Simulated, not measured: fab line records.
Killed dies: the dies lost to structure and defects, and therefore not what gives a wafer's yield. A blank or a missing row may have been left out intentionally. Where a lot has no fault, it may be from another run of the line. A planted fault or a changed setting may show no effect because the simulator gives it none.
The tool behind it: which one? -- flow gf180mcu -- 11 lots, 33 wafers sampled, at 6 steps of a route of 602

== WHAT THE GAUGES READ, wafer by wafer ==
GF_V3_BOW_MEAS_05.
lot,measured,on,V3_BOW (um)
L797,day 20 23:23,film metro-03,132 129 119
L798,day 21 12:55,film metro-02,113 120 125
L801,day 22 14:48,film metro-04,122 129 121
L805,day 24 12:32,film metro-03,118 107 120
L807,day 25 19:49,film metro-02,116 117 121
L808,day 26 02:01,film metro-04,118 99 106
L811,day 26 05:50,film metro-04,127 128 137
L812,day 26 22:22,film metro-04,115 113 115
L815,day 27 12:30,film metro-02,122 126 120
L818,day 28 05:36,film metro-03,127 128 126
L819,day 28 14:16,film metro-04,117 117 120

GF_V3_RS_MEAS_24: uses a four-point probe to measure.
lot,measured,on,V3_W_RS (ohm/sq)
L797,day 22 00:33,film metro-04,0.321 0.320 0.316
L798,day 22 13:38,film metro-03,0.324 0.311 0.322
L801,day 23 14:37,film metro-04,0.333 0.328 0.330
L805,day 25 10:18,film metro-02,0.321 0.333 0.315
L807,day 26 18:13,film metro-02,0.394 0.390 0.380
L808,day 26 23:02,film metro-02,0.374 0.393 0.375
L811,day 27 03:25,film metro-02,0.329 0.330 0.333
L812,day 27 19:14,film metro-03,0.329 0.331 0.329
L815,day 28 09:15,film metro-03,0.325 0.329 0.327
L818,day 29 01:45,film metro-04,0.325 0.328 0.334
L819,day 29 09:55,film metro-04,0.327 0.328 0.329

GF_V3_THK_MEAS_25: measures by xrf.
lot,measured,on,V3_W_THK (nm)
L797,day 22 00:40,film metro-04,361 362 364
L798,day 22 13:46,film metro-03,361 373 360
L801,day 23 14:43,film metro-04,348 356 353
L805,day 25 10:25,film metro-02,372 358 378
L807,day 26 18:19,film metro-02,296 298 307
L808,day 26 23:10,film metro-02,312 296 311
L811,day 27 03:31,film metro-02,358 357 353
L812,day 27 19:20,film metro-03,356 354 357
L815,day 28 09:22,film metro-03,361 354 355
L818,day 29 01:52,film metro-04,356 356 345
L819,day 29 10:02,film metro-04,355 355 354

== WHICH TOOL RAN EACH LOT (tool, then ch and the chambers of the sampled wafers, then the start) ==
lot,GF_V3_ETCH_16,GF_V3_SPUTTER_22,GF_V3_CVD_23
L797,"rie diel-04 ch 1,2, day 21 23:41","pvd sputter-01, day 22 00:24","cvd w-02 ch 1, day 22 00:26"
L798,"rie diel-04 ch 1,2, day 22 12:44","pvd sputter-04, day 22 13:29","cvd w-02 ch 0,1, day 22 13:32"
L801,"rie diel-04 ch 1,2,3, day 23 13:36","pvd sputter-04, day 23 14:20","cvd w-01 ch 0, day 23 14:25"
L805,"rie diel-02 ch 1,3, day 25 09:26","pvd sputter-01, day 25 10:09","cvd w-02 ch 0,1, day 25 10:11"
L807,"rie diel-03 ch 0,1,2, day 26 17:18","pvd sputter-02, day 26 18:01","cvd w-02 ch 0,1, day 26 18:06"
L808,"rie diel-03 ch 0,2, day 26 22:08","pvd sputter-02, day 26 22:53","cvd w-02 ch 0,1, day 26 22:55"
L811,"rie diel-03 ch 2,3, day 27 02:31","pvd sputter-01, day 27 03:14","cvd w-01 ch 1, day 27 03:17"
L812,"rie diel-02 ch 0,2,3, day 27 18:20","pvd sputter-02, day 27 19:03","cvd w-01 ch 0,1, day 27 19:05"
L815,"rie diel-03 ch 0,2,3, day 28 08:23","pvd sputter-01, day 28 09:06","cvd w-01 ch 0,1, day 28 09:08"
L818,"rie diel-04 ch 0,1, day 29 00:50","pvd sputter-04, day 29 01:35","cvd w-01 ch 0,1, day 29 01:37"
L819,"rie diel-03 ch 0,1,2, day 29 09:03","pvd sputter-01, day 29 09:46","cvd w-01 ch 0,1, day 29 09:49"
- GF_V3_ETCH_16: etches BARC in N2/H2.
- GF_V3_SPUTTER_22: material TiN, target thk 10 nm, time 40 s.
- GF_V3_CVD_23: deposits W, target thk 350 nm, time 104.9 s.

== WHAT THE TOOLS THEMSELVES READ (means of the sampled wafers that have a number; where no wafer has one, the mark that the record gives instead) ==
GF_V3_ETCH_16.
lot,tool,chamber pressure mTorr (mTorr),drypump motor current A (A),h2 flow sccm (sccm),oes product au (a.u.),throttle valve pct (%)
L797,rie diel-04,30.019,6.1,200.3,0.855,13.225
L798,rie diel-04,30.001,6.3,200.5,0.846,13.221
L801,rie diel-04,29.989,5.8,200.0,0.857,13.222
L805,rie diel-02,29.973,5.5,200.0,0.853,13.223
L807,rie diel-03,29.995,5.5,200.0,0.854,13.228
L808,rie diel-03,29.999,5.7,200.1,0.852,13.234
L811,rie diel-03,30.034,5.7,200.2,0.857,13.226
L812,rie diel-02,30.000,5.9,199.7,0.857,13.229
L815,rie diel-03,29.988,5.9,200.5,0.852,13.221
L818,rie diel-04,29.987,6.0,199.7,0.857,13.224
L819,rie diel-03,30.014,5.4,200.1,0.853,13.230

GF_V3_SPUTTER_22.
lot,tool,throttle valve pct (%)
L797,pvd sputter-01,30.7
L798,pvd sputter-04,30.8
L801,pvd sputter-04,30.2
L805,pvd sputter-01,30.5
L807,pvd sputter-02,29.7
L808,pvd sputter-02,29.0
L811,pvd sputter-01,30.1
L812,pvd sputter-02,29.5
L815,pvd sputter-01,29.9
L818,pvd sputter-04,29.5
L819,pvd sputter-01,30.0

GF_V3_CVD_23.
lot,tool,chamber pressure Torr (Torr),heater power outer w (W),heater power w (W)
L797,cvd w-02,40.14,382,646
L798,cvd w-02,40.02,494,811
L801,cvd w-01,39.99,447,695
L805,cvd w-02,39.98,430,727
L807,cvd w-02,28.67,496,820
L808,cvd w-02,28.64,435,737
L811,cvd w-01,40.00,735,1117
L812,cvd w-01,40.05,634,971
L815,cvd w-01,39.86,634,985
L818,cvd w-01,40.01,630,980
L819,cvd w-01,39.98,633,994

== THE ANSWER, worked out from the rows above alone ==
Rule: the usual values come from the lots themselves. The widest of any qualifying gaps counts: lots, ordered by their means at a reading, are off when they make up no more than a third of the lots, leave a main group of 4 or more, and stand apart from it by 3 or more times the standard deviation of that group's means. The tables above print the reading to a certain number of digits; a main group whose means all agree to those digits is not used. Also off: a lot with no number at a reading for which 4 or more lots have one. All remaining lots with rows at the step are treated as sound. After the gauges, taken in route order, come the tools' own readings; for these a lot's mean is taken, as printed above. The first step at which some lot is off is used, and at that step the reading that is off furthest; a lot without a number counts as furthest.
Off: L807, L808, seen at GF_V3_RS_MEAS_24 (V3_W_RS). For the main group the mean is 0.326 ohm/sq and the standard deviation 0.0044.
A tool fits if, at a process step before that reading, it ran every lot that is off, and no sound lot after the first of them. The gauges at GF_V3_RS_MEAS_24 aren't tried: what is off there is off at GF_V3_CVD_23 too, on other tools, and a gauge's error can't cause that. One candidate fits, namely cvd w-02 at GF_V3_CVD_23. A fault onset in the window from L805 (day 25 10:11, its last sound lot) to L807 (day 26 18:06, its first lot off) fits.
On the lots that are off, the tool's own readings at GF_V3_CVD_23 differ by more than 5 times the standard deviation of the sound lots' means, which bears it out; chamber pressure Torr reads 28.66 Torr there versus 40.00 Torr on the sound lots.

== WHAT WAS PUT IN BY THE SIMULATOR ==
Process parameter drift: cvd w-02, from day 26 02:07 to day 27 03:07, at GF_V3_CVD_23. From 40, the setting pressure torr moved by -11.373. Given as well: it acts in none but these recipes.
Struck lots among those shown: L807, L808. This agrees with what the rule above found.
